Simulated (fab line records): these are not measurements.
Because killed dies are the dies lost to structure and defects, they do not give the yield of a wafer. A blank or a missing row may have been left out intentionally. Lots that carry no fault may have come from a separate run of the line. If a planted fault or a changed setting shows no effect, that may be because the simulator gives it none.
A sampling plan put to the test    flow sky130    one line in one fab, 48 faults in these records, each fault weighed on the records of the lots it struck
What counts as the plan is the set of the line's own looks, namely the steps on the route at which a gauge or an inspection reads a wafer and does not change it. Where struck wafers have a number at a look and the file lists that look's usual mean and standard deviation on fault-free wafers, the look can be judged. Caught: a look later than the fault's first step finds the struck wafers' mean 4 or more of those standard deviations (sigma) from the usual mean. On the tool: the fault's steps, tested the same way using the tool's own readings. A different recipe on the struck wafers counts as caught too, as does a record blank only for those wafers.

== THE FAULTS, as the simulator had put them in ==
1. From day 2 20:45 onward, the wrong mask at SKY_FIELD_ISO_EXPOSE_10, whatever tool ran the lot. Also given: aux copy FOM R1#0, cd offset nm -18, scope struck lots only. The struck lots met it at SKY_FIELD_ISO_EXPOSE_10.
2. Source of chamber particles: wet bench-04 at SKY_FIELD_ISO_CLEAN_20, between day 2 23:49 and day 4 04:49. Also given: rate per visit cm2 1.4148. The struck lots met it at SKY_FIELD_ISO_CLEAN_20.
3. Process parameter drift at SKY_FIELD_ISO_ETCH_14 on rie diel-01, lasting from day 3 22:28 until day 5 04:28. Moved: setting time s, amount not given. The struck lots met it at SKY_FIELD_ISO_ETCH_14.
4. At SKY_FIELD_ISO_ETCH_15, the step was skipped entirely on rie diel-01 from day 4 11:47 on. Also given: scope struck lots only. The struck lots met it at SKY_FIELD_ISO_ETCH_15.
5. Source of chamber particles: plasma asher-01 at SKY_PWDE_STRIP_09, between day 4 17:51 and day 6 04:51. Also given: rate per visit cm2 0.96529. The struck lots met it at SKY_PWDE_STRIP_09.
6. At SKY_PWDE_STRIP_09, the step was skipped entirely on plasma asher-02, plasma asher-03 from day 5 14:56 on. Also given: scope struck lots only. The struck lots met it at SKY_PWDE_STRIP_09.
7. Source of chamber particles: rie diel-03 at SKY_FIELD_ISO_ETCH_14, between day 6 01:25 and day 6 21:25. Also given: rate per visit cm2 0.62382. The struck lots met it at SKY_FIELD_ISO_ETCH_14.
8. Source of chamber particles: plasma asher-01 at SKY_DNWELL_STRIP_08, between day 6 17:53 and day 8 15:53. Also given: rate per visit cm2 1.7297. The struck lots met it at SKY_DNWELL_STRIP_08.
9. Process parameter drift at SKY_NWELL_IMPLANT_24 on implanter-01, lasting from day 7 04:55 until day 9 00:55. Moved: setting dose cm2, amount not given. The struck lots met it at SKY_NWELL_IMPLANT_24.
10. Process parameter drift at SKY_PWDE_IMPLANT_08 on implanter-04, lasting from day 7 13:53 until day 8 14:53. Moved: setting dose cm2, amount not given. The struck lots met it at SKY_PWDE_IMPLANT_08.
11. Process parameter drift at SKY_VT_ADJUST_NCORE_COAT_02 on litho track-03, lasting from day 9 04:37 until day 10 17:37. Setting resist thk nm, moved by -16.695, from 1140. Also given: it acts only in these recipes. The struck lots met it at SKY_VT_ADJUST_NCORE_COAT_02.
12. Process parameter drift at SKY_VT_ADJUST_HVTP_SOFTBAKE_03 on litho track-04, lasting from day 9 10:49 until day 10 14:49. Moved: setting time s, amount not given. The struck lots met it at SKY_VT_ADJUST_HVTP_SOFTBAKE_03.
13. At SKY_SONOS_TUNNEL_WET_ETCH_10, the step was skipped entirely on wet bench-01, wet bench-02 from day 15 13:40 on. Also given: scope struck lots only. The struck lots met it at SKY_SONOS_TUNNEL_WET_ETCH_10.
14. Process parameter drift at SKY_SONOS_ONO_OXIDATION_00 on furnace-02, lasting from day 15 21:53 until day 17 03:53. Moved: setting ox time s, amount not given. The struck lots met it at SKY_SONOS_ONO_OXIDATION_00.
15. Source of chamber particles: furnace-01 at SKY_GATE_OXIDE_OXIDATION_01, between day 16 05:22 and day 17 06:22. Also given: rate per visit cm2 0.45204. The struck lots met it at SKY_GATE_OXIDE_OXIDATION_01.
16. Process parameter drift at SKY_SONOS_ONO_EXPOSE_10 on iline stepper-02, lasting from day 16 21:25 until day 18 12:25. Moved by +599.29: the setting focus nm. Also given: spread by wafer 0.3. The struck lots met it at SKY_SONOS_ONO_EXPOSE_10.
17. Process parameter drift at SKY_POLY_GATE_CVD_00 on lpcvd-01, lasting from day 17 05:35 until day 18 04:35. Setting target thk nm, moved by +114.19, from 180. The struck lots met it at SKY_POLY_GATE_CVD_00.
18. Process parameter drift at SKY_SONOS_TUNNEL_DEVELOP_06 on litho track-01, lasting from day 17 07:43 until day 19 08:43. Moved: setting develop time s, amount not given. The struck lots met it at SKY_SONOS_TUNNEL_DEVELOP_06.
19. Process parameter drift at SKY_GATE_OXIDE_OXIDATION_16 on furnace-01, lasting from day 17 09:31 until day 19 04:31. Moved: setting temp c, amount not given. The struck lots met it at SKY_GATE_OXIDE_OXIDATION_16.
20. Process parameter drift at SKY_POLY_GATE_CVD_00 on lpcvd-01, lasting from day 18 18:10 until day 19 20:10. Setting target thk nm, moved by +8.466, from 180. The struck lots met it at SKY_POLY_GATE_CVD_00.
21. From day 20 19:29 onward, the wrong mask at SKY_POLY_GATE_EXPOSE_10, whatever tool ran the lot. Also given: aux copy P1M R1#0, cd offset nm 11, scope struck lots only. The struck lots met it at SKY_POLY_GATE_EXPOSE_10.
22. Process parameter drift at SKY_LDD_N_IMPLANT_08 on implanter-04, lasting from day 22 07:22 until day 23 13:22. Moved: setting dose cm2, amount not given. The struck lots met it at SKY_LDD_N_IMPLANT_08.
23. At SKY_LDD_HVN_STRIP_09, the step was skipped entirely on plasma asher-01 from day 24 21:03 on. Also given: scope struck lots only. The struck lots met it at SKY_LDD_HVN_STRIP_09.
24. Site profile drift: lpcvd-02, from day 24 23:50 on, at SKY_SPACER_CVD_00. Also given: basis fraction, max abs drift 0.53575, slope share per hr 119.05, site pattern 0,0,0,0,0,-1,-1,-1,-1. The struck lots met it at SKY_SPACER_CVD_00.
25. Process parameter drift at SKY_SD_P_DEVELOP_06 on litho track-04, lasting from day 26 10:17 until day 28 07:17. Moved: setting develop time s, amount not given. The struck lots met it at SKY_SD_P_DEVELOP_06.
26. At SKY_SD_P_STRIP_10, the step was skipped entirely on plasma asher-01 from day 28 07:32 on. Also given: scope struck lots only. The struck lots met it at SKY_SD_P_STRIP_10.
27. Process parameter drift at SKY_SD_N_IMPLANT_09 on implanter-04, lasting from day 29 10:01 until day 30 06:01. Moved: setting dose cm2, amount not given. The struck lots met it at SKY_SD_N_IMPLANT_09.
28. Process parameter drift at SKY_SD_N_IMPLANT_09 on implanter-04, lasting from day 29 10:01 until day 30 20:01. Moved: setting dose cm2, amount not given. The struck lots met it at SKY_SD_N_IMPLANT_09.
29. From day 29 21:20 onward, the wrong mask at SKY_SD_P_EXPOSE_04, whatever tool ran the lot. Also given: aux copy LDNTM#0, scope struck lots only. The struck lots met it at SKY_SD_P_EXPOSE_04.
30. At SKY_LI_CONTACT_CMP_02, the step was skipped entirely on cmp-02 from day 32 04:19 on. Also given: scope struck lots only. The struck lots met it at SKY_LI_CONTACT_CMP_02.
31. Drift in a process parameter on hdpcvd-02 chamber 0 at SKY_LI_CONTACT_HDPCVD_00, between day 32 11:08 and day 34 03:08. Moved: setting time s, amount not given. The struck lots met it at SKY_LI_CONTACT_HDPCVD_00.
32. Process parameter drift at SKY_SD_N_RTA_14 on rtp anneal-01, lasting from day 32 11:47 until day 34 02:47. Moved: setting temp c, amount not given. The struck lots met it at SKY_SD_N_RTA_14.
33. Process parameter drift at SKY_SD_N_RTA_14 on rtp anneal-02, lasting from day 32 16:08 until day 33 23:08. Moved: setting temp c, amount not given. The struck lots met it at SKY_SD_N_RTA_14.
34. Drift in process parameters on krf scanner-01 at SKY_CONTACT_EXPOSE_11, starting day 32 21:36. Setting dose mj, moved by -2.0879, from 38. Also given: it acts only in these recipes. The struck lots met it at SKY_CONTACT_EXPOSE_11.
35. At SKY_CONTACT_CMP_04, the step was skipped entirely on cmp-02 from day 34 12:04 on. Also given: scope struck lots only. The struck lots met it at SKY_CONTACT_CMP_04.
36. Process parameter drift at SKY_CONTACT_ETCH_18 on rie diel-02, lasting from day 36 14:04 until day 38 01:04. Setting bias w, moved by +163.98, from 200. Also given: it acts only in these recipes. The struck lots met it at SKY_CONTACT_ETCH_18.
37. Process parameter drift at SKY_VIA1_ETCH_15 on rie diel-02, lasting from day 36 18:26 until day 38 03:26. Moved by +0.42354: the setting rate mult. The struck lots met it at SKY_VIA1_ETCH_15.
38. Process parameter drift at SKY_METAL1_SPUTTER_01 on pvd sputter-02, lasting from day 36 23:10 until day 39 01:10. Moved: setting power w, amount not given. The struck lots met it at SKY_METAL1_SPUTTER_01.
39. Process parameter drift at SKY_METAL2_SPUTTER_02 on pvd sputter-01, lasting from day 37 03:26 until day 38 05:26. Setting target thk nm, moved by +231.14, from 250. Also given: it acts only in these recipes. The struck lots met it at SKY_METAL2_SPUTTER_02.
40. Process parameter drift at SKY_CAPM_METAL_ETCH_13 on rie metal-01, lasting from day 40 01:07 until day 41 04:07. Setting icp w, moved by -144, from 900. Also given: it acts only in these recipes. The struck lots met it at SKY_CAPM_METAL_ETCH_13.
41. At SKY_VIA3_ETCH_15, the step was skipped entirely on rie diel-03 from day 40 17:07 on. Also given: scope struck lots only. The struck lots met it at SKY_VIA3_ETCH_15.
42. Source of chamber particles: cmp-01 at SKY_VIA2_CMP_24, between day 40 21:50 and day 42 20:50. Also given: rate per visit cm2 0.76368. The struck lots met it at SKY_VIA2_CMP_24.
43. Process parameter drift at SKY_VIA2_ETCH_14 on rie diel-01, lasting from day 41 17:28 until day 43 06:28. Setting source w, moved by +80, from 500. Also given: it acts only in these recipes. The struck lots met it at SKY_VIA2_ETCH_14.
44. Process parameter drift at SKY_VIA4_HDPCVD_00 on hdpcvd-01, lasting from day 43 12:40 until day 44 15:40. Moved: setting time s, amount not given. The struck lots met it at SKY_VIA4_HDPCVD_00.
45. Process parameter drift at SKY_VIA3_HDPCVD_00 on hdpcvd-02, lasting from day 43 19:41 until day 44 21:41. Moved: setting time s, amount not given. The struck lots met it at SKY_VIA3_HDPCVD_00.
46. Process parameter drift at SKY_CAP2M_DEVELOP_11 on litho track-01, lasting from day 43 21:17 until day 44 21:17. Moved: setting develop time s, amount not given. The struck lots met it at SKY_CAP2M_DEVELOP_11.
47. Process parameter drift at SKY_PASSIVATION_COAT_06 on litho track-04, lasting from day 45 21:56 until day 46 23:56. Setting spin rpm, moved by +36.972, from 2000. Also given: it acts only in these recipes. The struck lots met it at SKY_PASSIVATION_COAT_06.
48. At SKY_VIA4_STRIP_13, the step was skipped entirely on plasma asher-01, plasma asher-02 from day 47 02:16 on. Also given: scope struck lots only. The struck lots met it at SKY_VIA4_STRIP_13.

== WHAT THE PLAN SAW ==
fault  on the tool itself                                first look that catches it                       reading, sigma                                                 median hours from its first step to that look  hours from the fault's start to the first struck lot there  judged looks passed uncaught
1      no reading that can be judged                     SKY_FIELD_ISO_CD_MEAS_13                         cd nm -8.6                                                     8.0                                            10                                                          0
2      no reading that can be judged                     no look after it can be judged                   -                                                              -                                              -                                                           0
3      run length s -54 sigma                            no look after it can be judged                   -                                                              -                                              -                                                           0
4      the tool's record is blank for the struck wafers  no look after it can be judged                   -                                                              -                                              -                                                           0
5      under 2 sigma                                     no look after it can be judged                   -                                                              -                                              -                                                           0
6      the tool's record is blank for the struck wafers  SKY_NWELL_TW_MEAS_15                             NWELL_TW -99 or beyond                                         19.6                                           23                                                          0
7      under 2 sigma                                     not the one look that can be judged after it     -                                                              -                                              -                                                           1
8      under 2 sigma                                     none of the 2 looks that can be judged after it  -                                                              -                                              -                                                           2
9      dose ions cm2 -99 or beyond sigma                 SKY_NWELL_TW_MEAS_26                             NWELL_2_TW -40                                                 0.2                                            11                                                          0
10     dose ions cm2 -18 sigma                           SKY_NWELL_RS_MEAS_31                             PWDE_RS +4.9                                                   44.1                                           47                                                          0
11     under 2 sigma                                     none of the 2 looks that can be judged after it  -                                                              -                                              -                                                           2
12     run length s +99 or beyond sigma                  not the one look that can be judged after it     -                                                              -                                              -                                                           1
13     the tool's record is blank for the struck wafers  no look after it can be judged                   -                                                              -                                              -                                                           0
14     under 2 sigma                                     SKY_SONOS_ONO_THK_MEAS_01                        SONOS_ONO_OXIDATION_THK -7.6                                   1.4                                            6                                                           0
15     no reading that can be judged                     not the one look that can be judged after it     -                                                              -                                              -                                                           1
16     exposure dose mJ cm2 -29 sigma                    SKY_SONOS_ONO_CD_MEAS_13                         cd nm -5.6                                                     15.0                                           48                                                          0
17     under 2 sigma                                     SKY_POLY_GATE_THK_MEAS_01                        POLY_GATE_CVD_00_THK +59                                       1.2                                            4                                                           0
18     under 2 sigma                                     not the one look that can be judged after it     -                                                              -                                              -                                                           1
19     tube center temp C +93 sigma                      no look after it can be judged                   -                                                              -                                              -                                                           0
20     under 2 sigma                                     SKY_POLY_GATE_THK_MEAS_01                        POLY_GATE_CVD_00_THK +4.9                                      1.2                                            4                                                           0
21     under 2 sigma                                     SKY_POLY_GATE_CD_MEAS_13                         cd nm +8.3                                                     14.8                                           18                                                          0
22     dose ions cm2 +99 or beyond sigma                 SKY_LDD_N_TW_MEAS_17                             LDD_N_TW +21                                                   1.3                                            7                                                           0
23     the tool's record is blank for the struck wafers  SKY_LDD_HVP_TW_MEAS_10                           LDD_HVP_TW -97                                                 30.1                                           35                                                          0
24     under 2 sigma                                     SKY_SPACER_THK_MEAS_01                           SPACER_CVD_00_THK -21                                          1.2                                            10                                                          0
25     no reading that can be judged                     SKY_SD_P_CD_MEAS_07                              cd nm -6.3                                                     0.2                                            0                                                           0
26     the tool's record is blank for the struck wafers  SKY_RES_XHIGH_TW_MEAS_09                         RES_XHIGH_TW -99 or beyond                                     28.1                                           35                                                          0
27     dose ions cm2 -99 or beyond sigma                 SKY_SD_N_RS_MEAS_16                              SD_N_RS +10                                                    0.7                                            3                                                           0
28     dose ions cm2 -99 or beyond sigma                 SKY_SD_N_RS_MEAS_16                              SD_N_RS +10                                                    0.7                                            3                                                           0
29     under 2 sigma                                     SKY_SD_P_TW_MEAS_11                              SD_P_TW -99 or beyond                                          14.3                                           17                                                          0
30     the tool's record is blank for the struck wafers  none of the 2 looks that can be judged after it  strongest: LI_CONTACT_BOW at SKY_LI_CONTACT_BOW_MEAS_03, +2.5  -                                              -                                                           2
31     run length s +58 sigma                            SKY_LI_CONTACT_THK_MEAS_01                       LI_CONTACT_HDPCVD_THK +16                                      0.1                                            2                                                           0
32     wafer_temp_C_max +8.5 sigma                       SKY_SD_N_RS_MEAS_16                              SD_N_RS -16                                                    0.2                                            4                                                           0
33     wafer_temp_C_max -16 sigma                        SKY_SD_N_RS_MEAS_16                              SD_N_RS +28                                                    0.2                                            4                                                           0
34     exposure dose mJ cm2 -44 sigma                    SKY_CONTACT_CD_MEAS_14                           cd nm -5.3                                                     12.9                                           26                                                          0
35     the tool's record is blank for the struck wafers  not the one look that can be judged after it     strongest: CONTACT_BOW at SKY_CONTACT_BOW_MEAS_05, +2.5        -                                              -                                                           1
36     bias w +99 or beyond sigma                        no look after it can be judged                   -                                                              -                                              -                                                           0
37     under 2 sigma                                     no look after it can be judged                   -                                                              -                                              -                                                           0
38     cathode dc power W -99 or beyond sigma            no look after it can be judged                   -                                                              -                                              -                                                           0
39     under 2 sigma                                     SKY_METAL2_RS_MEAS_05                            METAL2_ALCU_RS -44                                             0.1                                            4                                                           0
40     rf fwd power W -39 sigma                          no look after it can be judged                   -                                                              -                                              -                                                           0
41     the tool's record is blank for the struck wafers  no look after it can be judged                   -                                                              -                                              -                                                           0
42     under 2 sigma                                     no look after it can be judged                   -                                                              -                                              -                                                           0
43     rf fwd power W +47 sigma                          no look after it can be judged                   -                                                              -                                              -                                                           0
44     run length s -47 sigma                            SKY_VIA4_THK_MEAS_01                             VIA4_HDPCVD_THK -10                                            0.2                                            5                                                           0
45     run length s +25 sigma                            not the one look that can be judged after it     strongest: VIA3_HDPCVD_THK at SKY_VIA3_THK_MEAS_01, +3.3       -                                              -                                                           1
46     no reading that can be judged                     not the one look that can be judged after it     -                                                              -                                              -                                                           1
47     spin speed rpm +30 sigma                          no look after it can be judged                   -                                                              -                                              -                                                           0
48     the tool's record is blank for the struck wafers  no look after it can be judged                   -                                                              -                                              -                                                           0
A dash: this means the fault isn't caught or the number doesn't appear in these records.

Caught at a look: 23 of 48. Caught on the tool: 29 of 48. By one or the other: 38 of 48.
Faults caught by the tool alone: 3, 4, 12, 13, 19, 30, 35, 36, 38, 40, 41, 43, 45, 47, 48.
Caught at a look alone: faults 1, 14, 17, 20, 21, 24, 25, 29, 39.
Caught by neither: faults 2, 5, 7, 8, 11, 15, 18, 37, 42, 46.

== THINNER SAMPLING ==
If the look that catches a fault measured only every second or every third lot, by lot number, the first struck lot would be measured this late in the worst case:
fault  struck lots at that look, in order of time  every lot  every second lot  every third lot
1      L784                                        10 h       may miss it       may miss it
6      L399, L400                                  23 h       29 h              may miss all 2
9      L156, L159                                  11 h       33 h              may miss all 2
10     L440, L441                                  47 h       52 h              may miss all 2
14     L789, L791                                  6 h        may miss all 2    may miss all 2
16     L497                                        48 h       may miss it       may miss it
17     L210, L211                                  4 h        19 h              may miss all 2
20     L999, L100, L101                            4 h        9 h               18 h
21     L839                                        18 h       may miss it       may miss it
22     L223, L224                                  7 h        12 h              may miss all 2
23     L531, L532                                  35 h       40 h              may miss all 2
24     L832, L833, L834                            10 h       14 h              29 h
25     L833, L834                                  0 h        0 h               may miss all 2
26     L706, L707                                  35 h       48 h              may miss all 2
27     L740, L741                                  3 h        19 h              may miss all 2
28     L534, L535, L536                            3 h        19 h              24 h
29     L364                                        17 h       may miss it       may miss it
31     L874, L877                                  2 h        18 h              may miss all 2
32     L267, L269                                  4 h        may miss all 2    may miss all 2
33     L214, L216                                  4 h        may miss all 2    may miss all 2
34     L864, L867, L868                            26 h       60 h              may miss all 3
39     L490, L491                                  4 h        13 h              may miss all 2
44     L868, L869                                  5 h        9 h               may miss all 2
Hours count from the start of the fault until the first struck lot that is measured. The limit of 4 sigma was tested on all struck wafers together, so one lot alone may lie under it. Other struck lots may not be in these records.

== THE LONGEST TIMED WAY FROM STEP TO LOOK ==
Fault 10: a median of 44.1 hours passes between SKY_PWDE_IMPLANT_08 and SKY_NWELL_RS_MEAS_31. No look between them can be judged.
